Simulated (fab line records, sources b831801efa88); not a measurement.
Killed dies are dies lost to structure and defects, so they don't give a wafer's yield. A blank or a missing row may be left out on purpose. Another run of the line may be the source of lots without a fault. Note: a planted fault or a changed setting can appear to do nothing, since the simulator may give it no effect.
Chamber matching    flow gf180mcu    GF_CONTACT_CMP_27 on cmp-01: 4 sister chambers
The step polishes, stops on SiO2, t overpolish 15 s, target thk 0 nm. 19 wafers are shown with their chamber, then 9 later ones without.

== EACH WAFER AND ITS CHAMBER ==
wafer   chamber  motor current A (A)  time to endpoint s (s)  overpolish run s (s)
L839.2  3        11.0                 74                      14.999
L839.3  0        11.0                 82                      15.007
L839.5  2        9.9                  77                      14.988
L841.1  1        11.3                 77                      15.013
L841.2  0        11.2                 75                      15.001
L841.3  3        10.8                 68                      14.997
L842.1  1        11.8                 76                      14.990
L842.2  0        10.9                 73                      15.011
L842.3  3        10.9                 70                      14.987
L843.2  3        10.1                 73                      15.006
L843.6  3        10.8                 71                      15.004
L847.3  2        10.6                 70                      14.998
L847.6  3        10.7                 68                      15.002
L854.3  3        10.4                 68                      14.990
L854.5  1        12.0                 78                      15.008
L854.6  0        11.1                 72                      14.995
L857.2  0        11.1                 72                      14.994
L857.3  3        10.6                 67                      15.005
L857.5  3        10.8                 68                      15.003

SIGNATURES, as means of the wafers listed above
reading             chamber 0  chamber 1  chamber 2  chamber 3  scatter within a chamber
motor current A     11.060     11.700     10.250     10.678     0.28
time to endpoint s  74.80      77.00      73.50      69.67      3.13
overpolish run s    15.00160   15.00367   14.99300   14.99922   0.00785
Rule: for each reading, subtract the chamber's mean from the wafer's reading, divide by that reading's scatter and square the result; add these up over the readings and take the root, which gives the wafer's distance from the chamber. The wafer belongs to the nearest chamber; if the next one is less than 2 further off, it can't be placed. The scatter: the root of (the sum of the squares of (reading less its chamber's mean) over the shown wafers, divided by (wafers less chambers)).

== WAFERS WHOSE CHAMBER IS MISSING ==
wafer   motor current A (A)  time to endpoint s (s)  overpolish run s (s)
L858.2  11.0                 74                      15.002
L858.3  10.9                 69                      15.011
L858.4  11.3                 75                      15.007
L859.2  10.8                 65                      14.990
L859.4  11.7                 75                      15.012
L859.6  10.7                 71                      15.021
L860.3  10.4                 72                      15.007
L860.5  10.3                 72                      14.994
L860.6  10.7                 80                      15.006

== EACH ONE'S CHAMBER ==
wafer   from the rows above                in truth
L858.2  can't be placed: 0 or 3            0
L858.3  can't be placed: 3 or 0 or 2       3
L858.4  can't be placed: 0 or 1 or 3       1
L859.2  can't be placed: 3 or 2 or 0       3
L859.4  can't be placed: 1 or 0            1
L859.6  can't be placed: 3 or 0 or 2 or 1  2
L860.3  can't be placed: 3 or 2 or 0       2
L860.5  can't be placed: 2 or 3            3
L860.6  can't be placed: 0 or 2 or 3 or 1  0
Correctly placed: 0 of 9. Not placeable from these rows: 9 (in 9, the candidates include the true chamber). Placed wrongly: 0.
